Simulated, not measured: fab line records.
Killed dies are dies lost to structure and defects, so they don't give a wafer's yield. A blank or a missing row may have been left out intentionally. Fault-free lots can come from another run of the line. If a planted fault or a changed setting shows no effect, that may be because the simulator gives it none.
The tool behind it: which one? -- flow sky130 -- 12 lots, 36 wafers sampled, at 4 steps of a route of 708

== WHAT THE GAUGES SHOWED, per wafer ==
SKY_RES_XHIGH_TW_MEAS_09.
lot,measured,on,RES_XHIGH_TW
L315,day 27 23:50,filmMetro-03,1635 1627 1625
L317,day 28 00:44,filmMetro-02,1648 1649 1646
L324,day 29 13:17,filmMetro-02,1640 1637 1632
L325,day 29 22:52,filmMetro-04,1663 1655 1661
L327,day 34 19:20,filmMetro-04,1650 1655 1654
L334,day 34 20:32,filmMetro-03,1607 1603 1613
L329,day 34 21:21,filmMetro-04,1651 1654 1651
L326,day 34 21:38,filmMetro-04,1653 1670 1649
L332,day 34 23:04,filmMetro-03,1606 1614 1613
L331,day 34 23:50,filmMetro-04,1653 1650 1653
L335,day 35 00:14,filmMetro-03,1609 1613 1618
L333,day 35 04:54,filmMetro-02,1641 1651 1646

SKY_LI_CONTACT_THK_MEAS_01.
lot,measured,on,LI_CONTACT_HDPCVD_THK (nm)
L315,day 29 04:17,filmMetro-04,933 944 926
L317,day 29 05:43,filmMetro-04,926 932 936
L324,day 30 18:39,filmMetro-02,940 934 933
L325,day 31 02:47,filmMetro-03,935 924 922
L327,day 35 20:54,filmMetro-03,929 935 931
L334,day 35 22:41,filmMetro-04,940 930 931
L329,day 35 23:31,filmMetro-03,927 931 922
L326,day 36 00:37,filmMetro-04,770 912 773
L332,day 36 01:50,filmMetro-04,920 920 766
L331,day 36 02:42,filmMetro-04,919 768 913
L335,day 36 03:13,filmMetro-03,920 916 918
L333,day 36 07:28,filmMetro-03,935 935 931

SKY_LI_CONTACT_BOW_MEAS_03.
lot,measured,on,LI_CONTACT_BOW (um)
L315,day 29 04:53,filmMetro-02,62 54 59
L317,day 29 06:05,filmMetro-03,52 50 58
L324,day 30 19:01,filmMetro-02,70 61 56
L325,day 31 03:10,filmMetro-04,56 53 59
L327,day 35 21:16,filmMetro-04,59 52 49
L334,day 35 23:02,filmMetro-04,49 48 50
L329,day 35 23:54,filmMetro-03,61 66 58
L326,day 36 00:59,filmMetro-02,57 63 60
L332,day 36 02:14,filmMetro-02,64 57 52
L331,day 36 03:04,filmMetro-04,53 50 57
L335,day 36 03:37,filmMetro-02,60 60 68
L333,day 36 07:51,filmMetro-02,50 53 48

== WHAT TOOL EACH LOT RAN ON (gives the tool, then ch and the chambers of the sampled wafers, and finally the start) ==
lot,SKY_LI_CONTACT_HDPCVD_00
L315,"hdpcvd-02 ch 1,2, day 29 04:11"
L317,"hdpcvd-01 ch 0,2, day 29 05:35"
L324,"hdpcvd-01 ch 0,1, day 30 18:33"
L325,"hdpcvd-02 ch 0,1,2, day 31 02:42"
L327,"hdpcvd-02 ch 0,1,2, day 35 20:48"
L334,"hdpcvd-02 ch 0,1, day 35 22:35"
L329,"hdpcvd-01 ch 1,2, day 35 23:24"
L326,"hdpcvd-01 ch 0,1, day 36 00:30"
L332,"hdpcvd-01 ch 0,1,2, day 36 01:46"
L331,"hdpcvd-01 ch 0,1,2, day 36 02:36"
L335,"hdpcvd-02 ch 0,2, day 36 03:07"
L333,"hdpcvd-02 ch 1,2, day 36 07:21"
- SKY_LI_CONTACT_HDPCVD_00: deposits PSG, target thk 930 nm, time 155 s.

== AS READ BY THE TOOLS THEMSELVES (means over the sampled wafers that have a number; for cases with no such wafer, the mark the record gives instead) ==
The record holds no such reading with a usual standard deviation.

== THE ANSWER, worked out from the rows above alone ==
Rule: the usual values come from the lots themselves. Put in order of their means at a reading, lots are off if they are a third of the lots or fewer, leave a main group of 4 or more, and stand apart from it by a gap of 3 or more times the standard deviation of the main group's means; of several such gaps the widest counts. A main group whose means are all the same, to the digits that the tables above print for the reading, isn't used. A lot without any number at a reading at which 4 lots or more have one is off too. Where the step has rows for the other lots, those lots are counted as sound. Order of review: gauges by route order, followed by the tools' own readings, for which a lot's mean as printed above is used. At the first step where some lot is off, the reading lying furthest off is the one used; lots without a number count as furthest.
Off: L326, L332, L331, at SKY_LI_CONTACT_THK_MEAS_01 (LI_CONTACT_HDPCVD_THK). For the main group the mean is 930 nm and the standard deviation 5.2.
If a tool, at a process step before that reading, ran all the lots that are off and no sound lot after the first of them, it fits. Gauges at SKY_LI_CONTACT_THK_MEAS_01: tried the same way as those tools. Undecided on this evidence; 2 tools fit (hdpcvd-01 at SKY_LI_CONTACT_HDPCVD_00, filmMetro-04 at SKY_LI_CONTACT_THK_MEAS_01).

== WHAT THE SIMULATOR HAD INSERTED ==
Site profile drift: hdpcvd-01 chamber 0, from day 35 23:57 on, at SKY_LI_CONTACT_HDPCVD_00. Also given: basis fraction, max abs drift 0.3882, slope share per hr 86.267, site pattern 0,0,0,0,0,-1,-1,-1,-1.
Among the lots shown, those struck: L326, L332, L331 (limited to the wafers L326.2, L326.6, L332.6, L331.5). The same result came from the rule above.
